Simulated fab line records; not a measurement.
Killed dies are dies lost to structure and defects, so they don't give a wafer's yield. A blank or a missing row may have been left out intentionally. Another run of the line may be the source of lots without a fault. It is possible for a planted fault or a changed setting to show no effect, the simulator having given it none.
Split-lot experiment	flow sfqLine	5 lots, 23 wafers read, on a route of 325 steps

ON THE SPLIT
At SFQ_TRILAYER_M4_LITHO_EXPOSE_094 (exposes mask M4, target cd 500 nm), the setting doseMj was moved away from the recipe's 14.4 on 9 of the 23 wafers read, by -5.4% to +5.7%. The other wafers ran this setting at the recipe's value.

Split to reading: the file shows no intervening step.

THE READING
M4.cdNm (the simulator's own value, which no gauge read), in nm, at SFQ_TRILAYER_M4_BARC_OPEN_METAL_ETCH_123 (etches BARC in O2, target depth 125 nm, time 41.7 s). There is no usual value for it anywhere in the file. Across the 14 wafers here that went through the recipe, the average is 500.3 nm and the standard deviation 1.4 nm.

wafer	tool, chamber at the split	doseMj as run	against the recipe	M4.cdNm, nm	against lot-mates on the recipe
L075.2	krfScanner-02, 0	14.4	recipe	500.2	-
L075.3	krfScanner-02, 0	13.62	-5.4%	510.5	+9.9
L075.4	krfScanner-02, 0	13.62	-5.4%	510.6	+10.0
L075.5	krfScanner-02, 0	13.62	-5.4%	510.3	+9.7
L075.6	krfScanner-02, 0	14.4	recipe	501	-
L077.1	krfScanner-02, 0	14.4	recipe	501	-
L077.2	krfScanner-02, 0	13.91	-3.4%	504.1	+3.6
L077.4	krfScanner-02, 0	14.4	recipe	499	-
L077.5	krfScanner-02, 0	13.91	-3.4%	506.7	+6.2
L077.6	krfScanner-02, 0	14.4	recipe	501.6	-
L079.1	krfScanner-02, 0	14.4	recipe	501.5	-
L079.4	krfScanner-02, 0	14.4	recipe	500.2	-
L079.6	krfScanner-02, 0	14.4	recipe	501.6	-
L080.1	krfScanner-02, 0	14.4	recipe	501	-
L080.2	krfScanner-02, 0	14.4	recipe	501	-
L080.3	krfScanner-02, 0	13.82	-4.0%	507.4	+6.2
L080.5	krfScanner-02, 0	14.4	recipe	501.7	-
L080.6	krfScanner-02, 0	13.82	-4.0%	507.4	+6.2
L084.1	krfScanner-01, 0	14.4	recipe	498.7	-
L084.2	krfScanner-01, 0	15.22	+5.7%	490.3	-7.7
L084.3	krfScanner-01, 0	14.4	recipe	497.5	-
L084.5	krfScanner-01, 0	14.4	recipe	497.7	-
L084.6	krfScanner-01, 0	15.22	+5.7%	488	-10.0

FIT RESULTS
A straight line over all 23 wafers: M4.cdNm changes by -1.86 nm for each +1% of doseMj; r = -0.97; the points scatter about the line by 1.3 nm.
The same after taking each lot's own level away (the mean of its wafers on the recipe; 23 wafers): -1.64 nm for each +1%; r = -0.98; scatter 0.9 nm.
The reading moves by 9.3 nm for the largest change in doseMj, on that fit.
The span of the lots' own levels, 497.97 to 501.23 nm, comes to 2.3 times the standard deviation stated above.
Thus the slope moves with the lot-to-lot level: the two fits are different.
Check: -9.86 nm against its lot-mates is what the line predicts for one of the wafers moved furthest among these (+5.7%) when that wafer is left out of the fit. Against them it came out at -7.67 nm.

OTHER SPLITS APPLIED TO THESE WAFERS
Other splits were also applied to these wafers ahead of the reading. Each is held against what the fit with the lots' levels taken away leaves over:
other split on the same wafers	wafers away from the commonest value	r with M4.cdNm (lot level and that fit taken away)
SFQ_TRILAYER_I1_VIA_BARC_OPEN_VIA_ETCH_071 sourceW	8	+0.05
SFQ_TRILAYER_I2_VIA_LITHO_COAT_072 spinRpm	10	+0.00
SFQ_TRILAYER_I2_VIA_BARC_OPEN_VIA_ETCH_096 timeS	11	+0.15
SFQ_TRILAYER_M3_DEP_SPUTTER_073 timeS	9	+0.04
SFQ_TRILAYER_M3_ETCH_METAL_ETCH_078 timeS	7	-0.14
SFQ_TRILAYER_I3_CMP_CMP_082 downForcePsi	5	-0.07

THE FILE'S OWN FIT
M4.cdNm changes by -1.62 nm for each +1% of doseMj, r = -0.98.
